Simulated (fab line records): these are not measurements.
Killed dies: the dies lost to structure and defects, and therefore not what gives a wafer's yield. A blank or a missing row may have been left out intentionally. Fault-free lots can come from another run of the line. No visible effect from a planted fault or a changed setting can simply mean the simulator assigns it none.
A sampling plan put to the test ; flow sky130 ; each of the 13 faults these records tell of, on one fab line, judged from the records of the lots it struck
The line's own looks make up the plan; these are the steps of the route where a gauge or inspection reads the wafer and leaves it unchanged. A look is open to judgement when struck wafers have a number at it and the file gives its usual mean and standard deviation on fault-free wafers. Caught: a look later than the fault's first step finds the struck wafers' mean 4 or more of those standard deviations (sigma) from the usual mean. On the tool: here the same test is run on the tool's own readings at the fault's steps. It also counts as caught if the struck wafers ran another recipe or if their record alone is blank.

== THE FAULTS, as the simulator had put them in ==
1. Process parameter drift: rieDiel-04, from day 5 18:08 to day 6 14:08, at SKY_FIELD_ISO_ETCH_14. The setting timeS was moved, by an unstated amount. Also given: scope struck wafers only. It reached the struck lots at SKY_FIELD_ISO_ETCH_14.
2. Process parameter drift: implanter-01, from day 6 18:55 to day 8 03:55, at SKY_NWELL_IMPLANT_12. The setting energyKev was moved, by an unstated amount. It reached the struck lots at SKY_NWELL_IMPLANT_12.
3. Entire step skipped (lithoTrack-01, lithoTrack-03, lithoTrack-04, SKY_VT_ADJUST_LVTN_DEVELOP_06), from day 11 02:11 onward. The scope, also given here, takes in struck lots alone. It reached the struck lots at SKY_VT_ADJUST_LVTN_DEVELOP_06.
4. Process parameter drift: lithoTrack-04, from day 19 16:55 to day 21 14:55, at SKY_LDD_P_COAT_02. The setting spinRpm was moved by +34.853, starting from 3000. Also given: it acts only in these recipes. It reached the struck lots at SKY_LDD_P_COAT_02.
5. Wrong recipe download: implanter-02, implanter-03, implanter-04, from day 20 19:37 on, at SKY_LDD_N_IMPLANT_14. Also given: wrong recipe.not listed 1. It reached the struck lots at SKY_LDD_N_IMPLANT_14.
6. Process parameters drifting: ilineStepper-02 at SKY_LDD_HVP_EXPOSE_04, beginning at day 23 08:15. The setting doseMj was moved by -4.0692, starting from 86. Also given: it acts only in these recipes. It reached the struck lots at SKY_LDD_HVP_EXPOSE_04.
7. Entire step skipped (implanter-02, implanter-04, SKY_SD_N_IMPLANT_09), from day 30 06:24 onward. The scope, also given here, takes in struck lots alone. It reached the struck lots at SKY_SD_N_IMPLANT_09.
8. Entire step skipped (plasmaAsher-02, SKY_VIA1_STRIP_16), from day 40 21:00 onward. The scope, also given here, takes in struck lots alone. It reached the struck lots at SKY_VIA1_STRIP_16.
9. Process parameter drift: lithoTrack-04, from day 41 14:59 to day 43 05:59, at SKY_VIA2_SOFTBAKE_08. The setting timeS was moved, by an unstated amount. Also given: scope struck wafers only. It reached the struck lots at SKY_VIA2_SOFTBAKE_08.
10. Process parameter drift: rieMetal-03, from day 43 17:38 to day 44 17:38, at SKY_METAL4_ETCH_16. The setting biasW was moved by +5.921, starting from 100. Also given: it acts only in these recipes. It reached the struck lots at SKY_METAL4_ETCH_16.
11. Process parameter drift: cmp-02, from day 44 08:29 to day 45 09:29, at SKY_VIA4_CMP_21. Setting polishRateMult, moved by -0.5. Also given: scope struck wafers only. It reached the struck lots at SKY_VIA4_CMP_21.
12. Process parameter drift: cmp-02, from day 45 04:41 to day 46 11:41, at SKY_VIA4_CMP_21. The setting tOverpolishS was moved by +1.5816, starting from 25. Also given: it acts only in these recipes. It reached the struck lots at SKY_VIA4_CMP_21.
13. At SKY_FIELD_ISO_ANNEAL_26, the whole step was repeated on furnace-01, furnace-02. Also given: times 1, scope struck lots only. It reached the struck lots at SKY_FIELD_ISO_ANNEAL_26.

== WHAT THE PLAN SAW ==
fault;on the tool itself;first look that catches it;reading, sigma;median hours from its first step to that look;hours from the fault's start to the first struck lot there;judged looks passed uncaught
1;oesProductAu +15 sigma;none of the 2 looks that can be judged after it;-;-;-;2
2;beamEnergyKeV -99 or beyond sigma;none of the 2 looks that can be judged after it;-;-;-;2
3;the tool's record is blank for the struck wafers;not the one look that can be judged after it;-;-;-;1
4;spinSpeedRpm +17 sigma;no look after it can be judged;-;-;-;0
5;under 2 sigma;no look after it can be judged;-;-;-;0
6;exposureDoseMJCm2 -51 sigma;no look after it can be judged;-;-;-;0
7;the tool's record is blank for the struck wafers;SKY_SD_N_TW_MEAS_12;SD_N_TW -99 or beyond;0.4;5;0
8;the tool's record is blank for the struck wafers;no look after it can be judged;-;-;-;0
9;runLengthS +11 sigma;no look after it can be judged;-;-;-;0
10;biasW +17 sigma;no look after it can be judged;-;-;-;0
11;overpolishRunS -99 or beyond sigma;no look after it can be judged;-;-;-;0
12;overpolishRunS +99 or beyond sigma;no look after it can be judged;-;-;-;0
13;under 2 sigma;no look after it can be judged;-;-;-;0
A dash: the fault isn't caught, or these records don't give the number.

Caught at a look: 1 of 13. Caught on the tool: 11 of 13. By one or the other: 11 of 13.
Faults 1, 2, 3, 4, 6, 8, 9, 10, 11, 12 were caught on the tool alone.
Caught by neither: faults 5, 13.

== THINNER SAMPLING ==
In the worst case, this is how late the first struck lot would be measured if the look that catches a fault measured only every second or every third lot, by lot number:
fault;struck lots at that look, in order of time;every lot;every second lot;every third lot
7;L376, L377;5 h;10 h;may miss all 2
The hour figures run from when the fault began to the first measured lot among those it struck. The limit of 4 sigma was tested on all struck wafers together, so one lot alone may lie under it. Other struck lots may not be in these records.

== THE LONGEST TIMED WAY FROM STEP TO LOOK ==
In fault 7, a median of 0.4 hours elapses between SKY_SD_N_IMPLANT_09 and SKY_SD_N_TW_MEAS_12. No look between them can be judged.
